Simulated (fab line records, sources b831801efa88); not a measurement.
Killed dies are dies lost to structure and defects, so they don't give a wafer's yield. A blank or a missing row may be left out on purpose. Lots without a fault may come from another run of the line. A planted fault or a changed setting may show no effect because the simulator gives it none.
fab line records | flow gf180mcu
record lots=24 wafers=72 last_day=34
route steps=602 shown HV_LDD@231 NSD@246 CONTACT@303 TOP_METAL@568 PASSIVATION@598
lots that met no fault: from a run of the same line without faults
start_h: hours from the record's first day to the start of the lot's first wafer shown | wait_h: hours since the lot's step before | " the same as in the row above | L1.1+2: a row that stands for several wafers | - no value, or no start given | * or withheld: withheld | < > ~ a bound
route shown NAME@n: a module of which the file shows steps, and the number in the route of the first | usual: mean/standard deviation of fault-free wafers | same: alike in all rows | chamber/n: place in a boat | sites: the reading at each site | _std_site: their standard deviation | _edge_site: outer sites' mean less inner sites' | radius_mm: how far each site lies from the wafer's centre | mask NAME#n: copy n | behind: the tool/chamber that last shaped the wafer | hold: why the lot was held/for how many hours/how that ended | device: the transistor (n, p or np) that didn't switch | end of line: the same wafers' tests at the end of the route | a step without rows: its recipe alone | killed: dies lost to structure and defects at the first sort, not the wafer's yield | map: a wafer's dies, x killed, . not, _ none there
set.NAME: the setting as run; set.NAME@STEP: as run at that earlier step | model.NAME: the simulator's own value behind a step, which no gauge read
steps of the route over a sample of lots; a table a step, a row a wafer
services: from which hour (start_h, from the record's first day; less than 0 if before it) a tool's chamber was out of use, for how many hours, and why
## steps
# step GF_HV_LDD_THK_MEAS_55
# recipe reads=SiO2_of_HV_LDD_CVD_54
# usual HV_LDD_CVD_54_THK=9.97/0.13
# columns lot.wafer tool chamber start_h wait_h HV_LDD_CVD_54_THK[nm]
L074.1 film_metro-04 - 270.17 0.0 10.05
L074.3 " - " " 9.99
L074.6 " - " " 10.02
L075.2 film_metro-04 - 277.38 0.0 10.11
L075.3 " - " " 10.25
L075.4 " - " " 10.12
L076.1 film_metro-04 - 281.71 0.0 9.87
L076.3 " - " " 9.82
L076.4 " - " " 9.88
L077.3 film_metro-02 - 287.59 0.0 10.27
L077.4 " - " " 10.10
L077.6 " - " " 10.02
L078.2 film_metro-02 - 296.92 0.0 9.89
L078.5 " - " " 9.98
L078.6 " - " " 9.98
L079.1 film_metro-02 - 303.54 0.0 10.03
L079.4 " - " " 10.14
L079.6 " - " " 9.95
L080.4 film_metro-04 - 310.10 0.0 9.89
L080.5 " - " " 9.86
L080.6 " - " " 9.70
L081.2 film_metro-04 - 320.71 0.0 9.92
L081.3 " - " " 9.83
L081.4 " - " " 10.00
L082.3 film_metro-02 - 330.52 0.0 9.88
L082.4 " - " " 9.79
L082.6 " - " " 9.93
L084.1 film_metro-01 - 344.58 0.0 9.88
L084.4 " - " " 9.97
L084.6 " - " " 9.99
L083.3 film_metro-02 - 344.60 0.0 10.19
L083.5 " - " " 10.18
L083.6 " - " " 10.17
L085.3 film_metro-04 - 350.89 0.0 9.84
L085.4 " - " " 9.71
L085.5 " - " " 9.69
L086.1 film_metro-04 - 357.55 0.0 10.17
L086.3 " - " " 10.09
L086.4 " - " " 10.18
L087.2 film_metro-01 - 376.74 0.0 9.83
L087.4 " - " " 9.90
L087.6 " - " " 9.82
L088.2 film_metro-04 - 376.86 0.0 10.04
L088.3 " - " " 10.03
L088.4 " - " " 9.98
L089.1 film_metro-02 - 397.25 0.0 10.14
L089.2 " - " " 10.05
L089.6 " - " " 10.13
L090.2 film_metro-01 - 398.28 0.0 9.86
L090.3 " - " " 9.83
L090.5 " - " " 9.81
L091.1 film_metro-01 - 407.94 0.0 9.92
L091.2 " - " " 10.01
L091.6 " - " " 9.98
L093.1 film_metro-04 - 418.29 0.0 9.89
L093.5 " - " " 9.97
L093.6 " - " " 10.01
L092.1 film_metro-02 - 419.31 0.0 9.86
L092.3 " - " " 9.93
L092.4 " - " " 9.96
L094.3 film_metro-01 - 426.08 0.0 9.95
L094.4 " - " " 10.07
L094.6 " - " " 9.94
L095.2 film_metro-04 - 439.75 0.0 9.85
L095.5 " - " " 9.75
L095.6 " - " " 9.85
L096.1 film_metro-04 - 440.04 0.0 9.86
L096.3 " - " " 9.75
L096.5 " - " " 9.75
L097.3 film_metro-04 - 455.21 0.0 9.87
L097.4 " - " " 9.93
L097.6 " - " " 9.97
# step GF_HV_LDD_THK_MEAS_57
# recipe reads=Si3N4_of_HV_LDD_CVD_56
# usual HV_LDD_CVD_56_THK=89.9/0.79
# columns lot.wafer tool chamber start_h wait_h HV_LDD_CVD_56_THK[nm]
L074.1 film_metro-02 - 272.37 0.0 91.7
L074.3 " - " " 91.9
L074.6 " - " " 91.1
L075.2 film_metro-02 - 283.15 0.0 89.6
L075.3 " - " " 90.1
L075.4 " - " " 91.0
L076.1 film_metro-02 - 284.57 0.0 89.6
L076.3 " - " " 90.0
L076.4 " - " " 89.2
L077.3 film_metro-04 - 290.36 0.0 89.6
L077.4 " - " " 89.6
L077.6 " - " " 89.1
L078.2 film_metro-04 - 300.33 0.0 89.8
L078.5 " - " " 89.6
L078.6 " - " " 88.4
L079.1 film_metro-04 - 305.02 0.0 88.5
L079.4 " - " " 88.3
L079.6 " - " " 88.6
L080.4 film_metro-02 - 311.59 0.0 90.3
L080.5 " - " " 90.8
L080.6 " - " " 90.2
L081.2 film_metro-02 - 323.48 0.0 89.2
L081.3 " - " " 89.8
L081.4 " - " " 89.2
L082.3 film_metro-04 - 333.29 0.0 89.5
L082.4 " - " " 90.2
L082.6 " - " " 89.1
L084.1 film_metro-01 - 346.08 0.0 90.6
L084.4 " - " " 90.8
L084.6 " - " " 89.6
L083.3 film_metro-04 - 346.09 0.0 89.1
L083.5 " - " " 89.6
L083.6 " - " " 89.1
L085.3 film_metro-04 - 352.38 0.0 89.7
L085.4 " - " " 89.3
L085.5 " - " " 90.2
L086.1 film_metro-01 - 359.04 0.0 88.7
L086.3 " - " " 90.1
L086.4 " - " " 89.3
L087.2 film_metro-04 - 378.23 0.0 90.4
L087.4 " - " " 90.6
L087.6 " - " " 89.9
L088.2 film_metro-04 - 378.39 0.1 89.7
L088.3 " - " " 89.0
L088.4 " - " " 89.8
L089.1 film_metro-01 - 399.13 0.0 91.2
L089.2 " - " " 91.2
L089.6 " - " " 91.3
L090.2 film_metro-01 - 400.57 0.0 91.6
L090.3 " - " " 90.7
L090.5 " - " " 90.7
L091.1 film_metro-01 - 409.43 0.0 90.1
L091.2 " - " " 90.6
L091.6 " - " " 90.7
L093.1 film_metro-01 - 420.74 0.0 89.5
L093.5 " - " " 89.5
L093.6 " - " " 89.3
L092.1 film_metro-04 - 421.62 0.0 89.3
L092.3 " - " " 89.5
L092.4 " - " " 89.6
L094.3 film_metro-02 - 427.57 0.0 89.3
L094.4 " - " " 89.5
L094.6 " - " " 88.6
L095.2 film_metro-04 - 441.28 0.0 89.4
L095.5 " - " " 89.1
L095.6 " - " " 89.6
L096.1 film_metro-01 - 441.53 0.0 90.6
L096.3 " - " " 90.9
L096.5 " - " " 89.9
L097.3 film_metro-01 - 456.70 0.0 89.4
L097.4 " - " " 89.4
L097.6 " - " " 89.8
# step GF_NSD_STRIP_11
# recipe chemistry=O2/N2 power_w=1400 pressure_mtorr=1500 platen_temp_c=250 o2_flow_sccm=3000 n2_flow_sccm=300 overash_fraction=0.5
# usual drypump_motor_current_A=5.75/0.25 heater_power_w=324/24 oes_product_au=0.487/0.0048 strip_time_to_endpoint_s=22.96/0.035
# columns lot.wafer tool chamber start_h wait_h drypump_motor_current_A heater_power_w oes_product_au rf_hours_counter_h strip_time_to_endpoint_s
L074.1 plasma_asher-03 0 292.03 0.1 5.77 318 0.489 62 23.02
L074.3 " 0 " " 5.78 317 0.488 - 23.02
L074.6 " 1 " " 5.87 362 0.485 - 22.98
L075.2 plasma_asher-02 1 303.18 0.1 5.19 285 0.488 18 22.99
L075.3 " 1 " " 5.20 291 0.484 - 22.95
L075.4 " 0 " " 6.13 328 0.491 - 22.97
L076.1 plasma_asher-04 1 304.44 0.1 5.71 337 0.492 53 22.96
L076.3 " 0 " " 5.79 310 0.484 - 22.98
L076.4 " 1 " " 5.72 355 0.492 - 22.94
L077.3 plasma_asher-04 1 310.57 0.1 5.73 344 0.490 - 22.98
L077.4 " 0 " " 5.80 311 0.483 - 22.94
L077.6 " 0 " " 5.78 311 0.489 - 22.97
L078.2 plasma_asher-04 0 320.78 0.1 5.79 303 0.479 55 22.98
L078.5 " 1 " " 5.71 347 0.480 - 22.96
L078.6 " 0 " " 5.79 306 0.491 - 22.97
L079.1 plasma_asher-02 0 325.09 0.1 6.16 326 0.481 21 22.98
L079.4 " 0 " " 6.14 330 0.487 - 22.99
L079.6 " 1 " " 5.17 286 0.486 - 22.99
L080.4 plasma_asher-04 1 332.00 0.1 5.73 347 0.485 - 22.95
L080.5 " 1 " " 5.71 336 0.486 - 22.95
L080.6 " 0 " " 5.82 308 0.488 - 22.94
L081.2 plasma_asher-04 0 345.27 0.1 5.77 307 0.481 59 22.94
L081.3 " 1 " " 5.70 354 0.480 - 22.94
L081.4 " 0 " " 5.79 306 0.483 - 22.97
L082.3 plasma_asher-02 1 355.35 0.1 5.22 282 0.480 - 22.93
L082.4 " 0 " " 6.14 323 0.485 - 22.90
L082.6 " 0 " " 6.14 319 0.487 - 22.88
L083.3 plasma_asher-03 1 368.27 0.1 5.83 366 0.485 - 22.96
L083.5 " 0 " " 5.79 316 0.489 - 22.94
L083.6 " 1 " " 5.82 359 0.482 - 22.95
L084.1 plasma_asher-03 0 368.87 0.1 5.79 322 0.486 65 22.92
L084.4 " 1 " " 5.84 351 0.488 - 22.92
L084.6 " 1 " " 5.86 360 0.488 - 22.92
L085.3 plasma_asher-02 0 374.97 0.1 6.16 323 0.497 - 22.94
L085.4 " 1 " " 5.17 285 0.481 - 22.92
L085.5 " 1 " " 5.20 285 0.485 - 22.95
L086.1 plasma_asher-03 0 381.82 0.1 5.79 314 0.489 67 22.97
L086.3 " 0 " " 5.81 319 0.489 - 22.97
L086.4 " 1 " " 5.83 359 0.490 - 22.95
L087.2 plasma_asher-04 1 401.27 0.1 5.71 350 0.481 65 22.96
L087.4 " 0 " " 5.77 311 0.486 - 22.99
L087.6 " 1 " " 5.73 354 0.495 - 22.97
L088.2 plasma_asher-03 0 402.28 0.1 5.77 309 0.479 69 22.95
L088.3 " 0 " " 5.78 312 0.496 - 23.00
L088.4 " 1 " " 5.89 358 0.491 - 22.94
L089.1 plasma_asher-04 0 423.92 0.1 5.78 314 0.482 67 22.97
L089.2 " 1 " " 5.70 341 0.492 67 22.98
L089.6 " 1 " " 5.70 342 0.485 - 22.99
L090.2 plasma_asher-02 0 424.57 0.1 6.15 326 0.487 33 22.93
L090.3 " 0 " " 6.15 328 0.491 - 22.99
L090.5 " 0 " " 6.15 331 0.485 - 23.01
L091.1 plasma_asher-04 1 433.83 0.1 5.71 342 0.481 68 23.05
L091.2 " 0 " " 5.77 316 0.488 68 23.00
L091.6 " 0 " " 5.77 310 0.492 - 23.00
L093.1 plasma_asher-03 0 446.03 0.1 5.76 313 0.489 73 23.00
L093.5 " 1 " " 5.81 361 0.481 - 22.96
L093.6 " 0 " " 5.79 309 0.485 - 22.96
L092.1 plasma_asher-04 0 446.33 0.1 5.80 308 0.493 70 22.96
L092.3 " 0 " " 5.80 308 0.488 - 23.00
L092.4 " 1 " " 5.73 344 0.479 - 22.99
L094.3 plasma_asher-04 0 452.96 0.1 5.80 311 0.484 - 22.93
L094.4 " 1 " " 5.69 341 0.493 - 22.88
L094.6 " 1 " " 5.71 348 0.490 - 22.87
L095.2 plasma_asher-02 1 466.17 0.1 5.19 286 0.489 38 23.01
L095.5 " 0 " " 6.14 327 0.491 - 23.00
L095.6 " 1 " " 5.20 290 0.482 - 22.99
L096.1 plasma_asher-04 0 466.78 0.1 5.84 310 0.491 72 22.97
L096.3 " 1 " " 5.74 346 0.487 - 22.93
L096.5 " 0 " " 5.82 307 0.484 - 22.99
L097.3 plasma_asher-04 0 481.80 0.1 5.79 305 0.486 - 22.88
L097.4 " 1 " " 5.73 352 0.488 - 22.93
L097.6 " 1 " " 5.70 348 0.482 - 22.92
# step GF_CONTACT_ETCH_16
# recipe chemistry=N2/H2 target_depth_a=withheld overetch_a=withheld time_s=withheld target=BARC ion_energy_ev=200 source_w=500 bias_w=100 pressure_mtorr=30 n2_flow_sccm=100 h2_flow_sccm=200
# usual drypump_motor_current_A=5.7/0.41 oes_product_au=0.855/0.0049 throttle_valve_pct=13.226/0.0095
# columns lot.wafer tool chamber start_h wait_h drypump_motor_current_A oes_product_au throttle_valve_pct
L074.1 rie_diel-03 0 355.63 0.0 5.3 0.858 13.214
L074.3 " 1 " " 5.1 0.863 13.225
L074.6 " 0 " " 5.3 0.852 13.226
L075.2 rie_diel-04 0 370.94 0.0 6.1 0.856 13.222
L075.3 " 3 " " 6.3 0.846 13.231
L075.4 " 2 " " 5.8 0.857 13.245
L076.1 rie_diel-03 3 371.93 0.0 5.4 0.852 13.209
L076.3 " 2 " " 5.9 0.856 13.232
L076.4 " 1 " " 5.1 0.856 13.214
L077.3 rie_diel-04 2 377.49 0.0 5.8 0.866 13.204
L077.4 " 1 " " 5.0 0.865 13.233
L077.6 " 0 " " 6.2 0.865 13.225
L078.2 rie_diel-04 3 388.33 0.0 6.3 0.856 13.229
L078.5 " 3 " " 6.3 0.852 13.222
L078.6 " 0 " " 6.1 0.846 13.232
L079.1 rie_diel-04 3 395.39 0.0 6.3 0.849 13.230
L079.4 " 0 " " 6.1 0.857 13.237
L079.6 " 3 " " 6.3 0.854 13.237
L080.4 rie_diel-03 0 401.86 0.0 5.3 0.856 13.227
L080.5 " 0 " " 5.3 0.858 13.217
L080.6 " 3 " " 5.4 0.861 13.228
L081.2 rie_diel-04 0 416.58 0.0 6.2 0.857 13.237
L081.3 " 3 " " 6.3 0.856 13.222
L081.4 " 1 " " 5.0 0.854 13.240
L082.3 rie_diel-01 2 427.48 0.0 5.9 0.849 13.228
L082.4 " 3 " " 5.5 0.858 13.236
L082.6 " 2 " " 5.9 0.856 13.231
L083.3 rie_diel-04 3 441.96 0.0 6.3 0.857 13.234
L083.5 " 1 " " 5.0 0.857 13.217
L083.6 " 2 " " 5.8 0.846 13.248
L084.1 rie_diel-01 3 442.43 0.0 5.5 0.858 13.223
L084.4 " 1 " " 5.7 0.860 13.222
L084.6 " 3 " " 5.5 0.854 13.221
L085.3 rie_diel-03 0 449.58 0.0 5.2 0.855 13.218
L085.4 " 1 " " 5.1 0.856 13.231
L085.5 " 0 " " 5.3 0.854 13.216
L086.1 rie_diel-04 3 457.88 0.0 6.3 0.856 13.228
L086.3 " 1 " " 5.0 0.860 13.214
L086.4 " 2 " " 5.8 0.853 13.220
L087.2 rie_diel-03 0 476.51 0.0 5.3 0.854 13.232
L087.4 " 3 " " 5.4 0.850 13.216
L087.6 " 3 " " 5.4 0.859 13.221
L088.2 rie_diel-01 2 478.21 0.0 5.9 0.840 13.229
L088.3 " 1 " " 5.7 0.854 13.232
L088.4 " 0 " " 5.6 0.854 13.214
L089.1 rie_diel-04 1 500.57 0.0 5.0 0.857 13.223
L089.2 " 3 " " 6.3 0.854 13.202
L089.6 " 3 " " 6.3 0.853 13.232
L090.2 rie_diel-03 2 500.91 0.0 5.9 0.854 13.224
L090.3 " 1 " " 5.1 0.856 13.217
L090.5 " 2 " " 5.9 0.850 13.218
L091.1 rie_diel-01 3 509.17 0.0 5.5 0.852 13.229
L091.2 " 1 " " 5.7 0.857 13.236
L091.6 " 0 " " 5.6 0.851 13.231
L093.1 rie_diel-04 3 520.26 0.0 6.3 0.861 13.209
L093.5 " 2 " " 5.8 0.849 13.215
L093.6 " 3 " " 6.3 0.859 13.226
L092.1 rie_diel-03 3 520.92 0.0 5.5 0.859 13.220
L092.3 " 1 " " 5.1 0.851 13.234
L092.4 " 0 " " 5.3 0.856 13.226
L094.3 rie_diel-01 2 527.27 0.0 5.9 0.850 13.225
L094.4 " 1 " " 5.7 0.848 13.223
L094.6 " 2 " " 5.9 0.858 13.214
L095.2 rie_diel-04 0 538.91 0.0 6.2 0.854 13.246
L095.5 " 1 " " 5.0 0.854 13.220
L095.6 " 3 " " 6.3 0.856 13.236
L096.1 rie_diel-03 2 539.92 0.0 5.9 0.854 13.229
L096.3 " 3 " " 5.4 0.851 13.221
L096.5 " 2 " " 5.9 0.860 13.225
L097.3 rie_diel-01 2 552.36 0.0 5.9 0.857 13.234
L097.4 " 1 " " 5.7 0.855 13.221
L097.6 " 1 " " 5.7 0.846 13.237
# step GF_TOP_METAL_SPUTTER_01
# recipe material=TiN target_thk_nm=30 power_w=6500 time_s=25 chamber_pressure_pa=0.4
# usual cathode_dc_power_W=6500.0/1.1 throttle_valve_pct=30.2/0.86
# columns lot.wafer tool chamber start_h wait_h cathode_dc_power_W throttle_valve_pct
L074.1 pvd_sputter-01 - 626.93 0.1 6500.9 30.5
L074.3 " - " " 6500.3 30.3
L074.6 " - " " 6500.6 29.8
L075.2 pvd_sputter-03 - 638.57 0.1 6498.1 29.7
L075.3 " - " " 6499.9 31.1
L075.4 " - " " 6499.3 29.7
L076.1 pvd_sputter-01 - 640.23 0.1 6499.8 30.5
L076.3 " - " " 6499.7 29.8
L076.4 " - " " 6501.2 30.2
L077.3 pvd_sputter-03 - 644.16 0.1 6500.0 31.2
L077.4 " - " " 6500.1 31.5
L077.6 " - " " 6499.4 29.5
L078.2 pvd_sputter-02 - 652.57 0.1 6500.8 29.9
L078.5 " - " " 6501.1 30.0
L078.6 " - " " 6499.5 29.0
L079.1 pvd_sputter-02 - 658.88 0.1 6499.6 31.4
L079.4 " - " " 6498.7 29.0
L079.6 " - " " 6499.6 31.7
L080.4 pvd_sputter-01 - 665.43 0.1 6500.5 29.7
L080.5 " - " " 6499.1 30.7
L080.6 " - " " 6501.2 29.8
L081.2 pvd_sputter-01 - 676.99 0.1 6500.6 31.3
L081.3 " - " " 6499.5 29.8
L081.4 " - " " 6500.3 30.2
L082.3 pvd_sputter-01 - 684.89 0.1 6500.8 31.0
L082.4 " - " " 6499.9 30.2
L082.6 " - " " 6500.0 30.0
L083.3 pvd_sputter-03 - 695.59 0.1 6498.8 31.3
L083.5 " - " " 6498.9 28.1
L083.6 " - " " 6500.0 30.4
L084.1 pvd_sputter-01 - 695.94 0.1 6499.3 30.4
L084.4 " - " " 6498.8 29.8
L084.6 " - " " 6497.0 29.9
L085.3 pvd_sputter-03 - 703.18 0.1 6499.7 29.6
L085.4 " - " " 6500.9 31.3
L085.5 " - " " 6498.8 31.3
L086.1 pvd_sputter-03 - 709.25 0.1 6499.4 31.4
L086.3 " - " " 6499.6 30.8
L086.4 " - " " 6500.0 28.4
L087.2 pvd_sputter-03 - 721.81 0.1 6500.8 28.2
L087.4 " - " " 6499.4 29.7
L087.6 " - " " 6501.1 28.1
L088.2 pvd_sputter-02 - 724.49 0.1 6501.6 30.4
L088.3 " - " " 6499.1 31.3
L088.4 " - " " 6500.6 29.3
L089.1 pvd_sputter-01 - 737.90 0.1 6499.6 31.0
L089.2 " - " " 6497.8 30.3
L089.6 " - " " 6499.0 30.5
L090.2 pvd_sputter-03 - 739.49 0.1 6501.4 31.2
L090.3 " - " " 6500.3 29.7
L090.5 " - " " 6500.7 28.3
L091.1 pvd_sputter-02 - 745.78 0.1 6501.6 30.5
L091.2 " - " " 6501.3 29.3
L091.6 " - " " 6500.4 31.5
L093.1 pvd_sputter-01 - 753.12 0.1 6501.2 31.1
L093.5 " - " " 6500.5 30.5
L093.6 " - " " 6499.4 31.2
L092.1 pvd_sputter-01 - 755.05 0.1 6500.6 30.0
L092.3 " - " " 6500.8 31.3
L092.4 " - " " 6500.0 30.6
L094.3 pvd_sputter-03 - 759.25 0.1 6500.4 29.8
L094.4 " - " " 6500.6 31.4
L094.6 " - " " 6500.7 29.9
L095.2 pvd_sputter-01 - 766.24 0.1 6499.4 30.3
L095.5 " - " " 6498.3 30.2
L095.6 " - " " 6500.6 31.3
L096.1 pvd_sputter-03 - 768.13 0.1 6499.7 31.3
L096.3 " - " " 6498.3 30.6
L096.5 " - " " 6498.0 28.3
L097.3 pvd_sputter-01 - 778.36 0.1 6502.0 30.5
L097.4 " - " " 6499.3 31.0
L097.6 " - " " 6499.0 29.6
# step GF_PASSIVATION_ETCH_11
# recipe chemistry=CF4/O2 target_depth_nm=1800 stop_on=TiN source_w=800 bias_w=150 pressure_mtorr=150 cf4_flow_sccm=80 O2_flow_sccm=10 time_s=400
# usual drypump_motor_current_A=5.54/0.3 oes_product_au=0.963/0.0077 throttle_valve_pct=5.961/0.01
# columns lot.wafer tool chamber start_h wait_h drypump_motor_current_A oes_product_au rf_hours_counter_h throttle_valve_pct
L074.1 rie_diel-01 2 669.11 - 5.95 0.956 8 5.956
L074.3 " 1 " " 5.69 0.963 50 5.968
L074.6 " 0 " " 5.54 0.964 - 5.938
L075.2 rie_diel-01 1 679.71 - 5.69 0.951 50 5.963
L075.3 " 2 " " 5.92 0.947 8 5.977
L075.4 " 3 " " 5.49 0.963 7 5.968
L076.1 rie_diel-02 2 680.58 - 5.13 0.950 20 5.961
L076.3 " 1 " " 5.32 0.956 34 5.972
L076.4 " 0 " " 5.37 0.969 9 5.963
L077.3 rie_diel-02 0 685.12 - 5.37 0.959 9 5.960
L077.4 " 2 " " 5.14 0.971 20 5.968
L077.6 " 2 " " 5.12 0.965 - 5.937
L078.2 rie_diel-02 1 691.92 - 5.31 0.950 34 5.960
L078.5 " 0 " " 5.32 0.970 - 5.972
L078.6 " 3 " " 5.98 0.955 - 5.960
L079.1 rie_diel-01 3 698.81 - 5.48 0.952 7 5.953
L079.4 " 2 " " 5.92 0.967 9 5.953
L079.6 " 2 " " 5.90 0.952 - 5.953
L080.4 rie_diel-01 1 704.85 - 5.70 0.968 - 5.953
L080.5 " 2 " " 5.95 0.974 - 5.955
L080.6 " 3 " " 5.51 0.979 - 5.967
L081.2 rie_diel-02 1 714.56 - 5.28 0.961 35 5.961
L081.3 " 3 " " 5.99 0.959 10 5.948
L081.4 " 0 " " 5.35 0.965 10 5.977
L082.3 rie_diel-03 3 722.31 - 5.42 0.958 21 5.961
L082.4 " 2 " " 5.86 0.969 - 5.975
L082.6 " 1 " " 5.12 0.975 - 5.946
L083.3 rie_diel-03 2 732.27 - 5.84 0.957 13 5.949
L083.5 " 3 " " 5.47 0.966 - 5.949
L083.6 " 2 " " 5.88 0.963 - 5.953
L084.1 rie_diel-01 3 732.36 - 5.48 0.954 9 5.948
L084.4 " 2 " " 5.93 0.973 - 5.961
L084.6 " 0 " " 5.56 0.969 - 5.961
L085.3 rie_diel-02 3 738.93 - 6.05 0.955 11 5.962
L085.4 " 0 " " 5.36 0.977 11 5.978
L085.5 " 3 " " 6.07 0.969 - 5.961
L086.1 rie_diel-01 2 745.02 - 5.88 0.946 11 5.972
L086.3 " 1 " " 5.69 0.952 53 5.969
L086.4 " 0 " " 5.57 0.966 29 5.972
L087.2 rie_diel-02 0 757.22 - 5.34 0.964 12 5.955
L087.4 " 2 " " 5.13 0.967 23 5.973
L087.6 " 1 " " 5.29 0.963 - 5.970
L088.2 rie_diel-01 0 758.73 - 5.58 0.954 30 5.992
L088.3 " 2 " " 5.92 0.967 12 5.972
L088.4 " 1 " " 5.69 0.963 53 5.947
L089.1 rie_diel-03 1 771.08 - 5.12 0.959 19 5.967
L089.2 " 2 " " 5.86 0.953 15 5.951
L089.6 " 1 " " 5.07 0.972 - 5.966
L090.2 rie_diel-02 2 772.93 - 5.13 0.956 23 5.959
L090.3 " 3 " " 6.03 0.953 12 5.968
L090.5 " 0 " " 5.37 0.967 - 5.964
L091.1 rie_diel-01 0 779.16 - 5.56 0.958 31 5.955
L091.2 " 2 " " 5.89 0.959 14 5.935
L091.6 " 2 " " 5.91 0.974 - 5.966
L093.1 rie_diel-02 1 785.81 - 5.30 0.951 38 5.966
L093.5 " 0 " " 5.31 0.968 - 5.955
L093.6 " 1 " " 5.31 0.975 - 5.966
L092.1 rie_diel-02 0 787.46 - 5.38 0.966 14 5.954
L092.3 " 2 " " 5.13 0.952 24 5.949
L092.4 " 1 " " 5.30 0.969 39 5.969
L094.3 rie_diel-01 3 791.48 - 5.50 0.964 13 5.948
L094.4 " 2 " " 5.96 0.964 - 5.951
L094.6 " 0 " " 5.54 0.978 - 5.982
L095.2 rie_diel-02 0 797.96 - 5.37 0.960 15 5.960
L095.5 " 0 " " 5.39 0.969 - 5.961
L095.6 " 1 " " 5.28 0.964 - 5.955
L096.1 rie_diel-02 1 799.57 - 5.30 0.959 39 5.968
L096.3 " 2 " " 5.14 0.959 25 5.949
L096.5 " 0 " " 5.34 0.970 - 5.967
L097.3 rie_diel-03 2 808.66 - 5.86 0.961 17 5.959
L097.4 " 0 " " 5.28 0.956 2 5.968
L097.6 " 0 " " 5.29 0.970 - 5.962
## services
# columns tool chamber start_h hours kind
rie_diel-01 1 305.05 5.2 repair
rie_diel-01 3 316.83 6.4 repair
rie_diel-01 0 319.47 16.3 repair
rie_diel-03 2 337.00 3.0 repair
rie_diel-03 3 337.48 9.1 repair
plasma_asher-04 - 379.11 3.7 repair
rie_diel-01 3 384.86 5.6 repair
rie_diel-01 0 431.56 12.3 repair
rie_diel-01 - 432.03 2.8 pm
plasma_asher-04 - 441.86 0.8 repair
rie_diel-01 3 446.63 5.2 repair
rie_diel-03 2 466.57 6.7 repair
rie_diel-01 1 493.76 2.5 repair
plasma_asher-04 - 551.22 2.8 pm
rie_diel-03 3 605.75 2.6 repair
rie_diel-03 2 609.11 4.6 repair
rie_diel-01 0 633.83 8.7 repair
rie_diel-03 2 637.00 13.7 repair
rie_diel-01 2 660.66 2.2 repair
rie_diel-01 0 704.19 6.5 repair
rie_diel-01 1 729.05 8.9 repair
rie_diel-03 3 756.20 2.0 repair
rie_diel-01 1 768.85 2.0 repair
rie_diel-01 1 790.70 6.0 repair
## key
fault none
